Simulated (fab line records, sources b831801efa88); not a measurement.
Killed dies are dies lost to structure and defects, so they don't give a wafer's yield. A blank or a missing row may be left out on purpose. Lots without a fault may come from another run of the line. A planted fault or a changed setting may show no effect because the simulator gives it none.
Tool commonality check | flow gf180mcu | 14 lots, 42 wafers sampled

WHY IT WAS OPENED
At GF_MVPSD_TW_MEAS_11 the reading MVPSD_TW is flagged on 2 of 14 lots. Wafers without a fault read 556, standard deviation 4.6.
Rule: a lot is flagged when every wafer of it that has a number lies more than 4 standard deviations from that mean, or none has a number. The other lots count as sound.

lot  | measured     | on            | MVPSD_TW, wafer by wafer | flag
L663 | day 5 04:59  | film_metro-02 | 563 562 564              |
L665 | day 5 14:00  | film_metro-03 | 557 556 558              |
L666 | day 5 18:44  | film_metro-02 | 559 563 561              |
L667 | day 5 23:48  | film_metro-03 | 559 557 557              |
L669 | day 6 11:32  | film_metro-01 | 555 551 553              |
L670 | day 6 19:02  | film_metro-02 | 562 562 565              |
L674 | day 7 16:11  | film_metro-01 | 553 556 552              |
L678 | day 8 17:08  | film_metro-02 | 30 30 30                 | FLAGGED
L679 | day 9 00:49  | film_metro-01 | 30 30 30                 | FLAGGED
L682 | day 9 17:47  | film_metro-01 | 552 552 549              |
L683 | day 9 22:40  | film_metro-02 | 559 559 558              |
L684 | day 10 05:20 | film_metro-01 | 550 551 547              |
L685 | day 10 10:02 | film_metro-03 | 555 559 556              |
L686 | day 10 16:26 | film_metro-01 | 551 552 551              |
The numbers of the flagged lots are 30 on average: -526 against the usual, or -99 or more standard deviations.

WHICH TOOL RAN EACH LOT
The record holds 2 process steps before the reading, out of a route of 602 steps. In each cell: the tool, then ch and the chambers that the sampled wafers went through, then the start.
lot  | flag    | GF_MVSD_STRIP_10                    | GF_MVPSD_STRIP_10
L663 |         | plasma_asher-04 ch 0,1, day 4 14:46 | plasma_asher-02 ch 0,1, day 5 04:53
L665 |         | plasma_asher-01 ch 0,1, day 4 23:26 | plasma_asher-04 ch 0, day 5 13:53
L666 |         | plasma_asher-03 ch 0,1, day 5 04:07 | plasma_asher-01 ch 0,1, day 5 18:38
L667 |         | plasma_asher-04 ch 0,1, day 5 08:45 | plasma_asher-02 ch 0,1, day 5 23:42
L669 |         | plasma_asher-03 ch 0,1, day 5 19:50 | plasma_asher-02 ch 0,1, day 6 11:26
L670 |         | plasma_asher-03 ch 0,1, day 6 03:50 | plasma_asher-02 ch 0,1, day 6 18:56
L674 |         | plasma_asher-01 ch 0,1, day 7 00:01 | plasma_asher-01 ch 0,1, day 7 16:05
L678 | FLAGGED | plasma_asher-04 ch 0,1, day 8 00:11 | plasma_asher-04 ch 0,1, day 8 17:01
L679 | FLAGGED | plasma_asher-03 ch 0,1, day 8 07:29 | plasma_asher-01 ch 0,1, day 9 00:43
L682 |         | plasma_asher-04 ch 0,1, day 9 00:22 | plasma_asher-01 ch 0,1, day 9 17:41
L683 |         | plasma_asher-01 ch 0,1, day 9 05:22 | plasma_asher-04 ch 0,1, day 9 22:34
L684 |         | plasma_asher-01 ch 0, day 9 11:26   | plasma_asher-01 ch 0,1, day 10 05:14
L685 |         | plasma_asher-01 ch 0,1, day 9 16:37 | plasma_asher-04 ch 0,1, day 10 09:56
L686 |         | plasma_asher-03 ch 0,1, day 9 22:17 | plasma_asher-04 ch 0,1, day 10 16:20
What these steps do:
- GF_MVSD_STRIP_10: strips in O2/N2.
- GF_MVPSD_STRIP_10: strips in O2/N2.
- GF_MVPSD_TW_MEAS_11

FLAGGED OVER TOTAL, TOOL BY TOOL (the gauges that took the reading come last)
step                | tool            | lots run | flagged | share of the flagged lots | sound lots run after its first flagged lot
GF_MVSD_STRIP_10    | plasma_asher-01 | 5        | 0       | none                      | -
GF_MVSD_STRIP_10    | plasma_asher-03 | 5        | 1       | some                      | 1 (L686)
GF_MVSD_STRIP_10    | plasma_asher-04 | 4        | 1       | some                      | 1 (L682)
GF_MVPSD_STRIP_10   | plasma_asher-01 | 5        | 1       | some                      | 2 (L682,L684)
GF_MVPSD_STRIP_10   | plasma_asher-02 | 4        | 0       | none                      | -
GF_MVPSD_STRIP_10   | plasma_asher-04 | 5        | 1       | some                      | 3 (L683,L685,L686)
GF_MVPSD_TW_MEAS_11 | film_metro-01   | 6        | 1       | some                      | 3 (L682,L684,L686)
GF_MVPSD_TW_MEAS_11 | film_metro-02   | 5        | 1       | some                      | 1 (L683)
GF_MVPSD_TW_MEAS_11 | film_metro-03   | 3        | 0       | none                      | -

WHAT THE TABLE ALLOWS
No row of the table ran every flagged lot.

WHAT THE SIMULATOR HAD PUT IN
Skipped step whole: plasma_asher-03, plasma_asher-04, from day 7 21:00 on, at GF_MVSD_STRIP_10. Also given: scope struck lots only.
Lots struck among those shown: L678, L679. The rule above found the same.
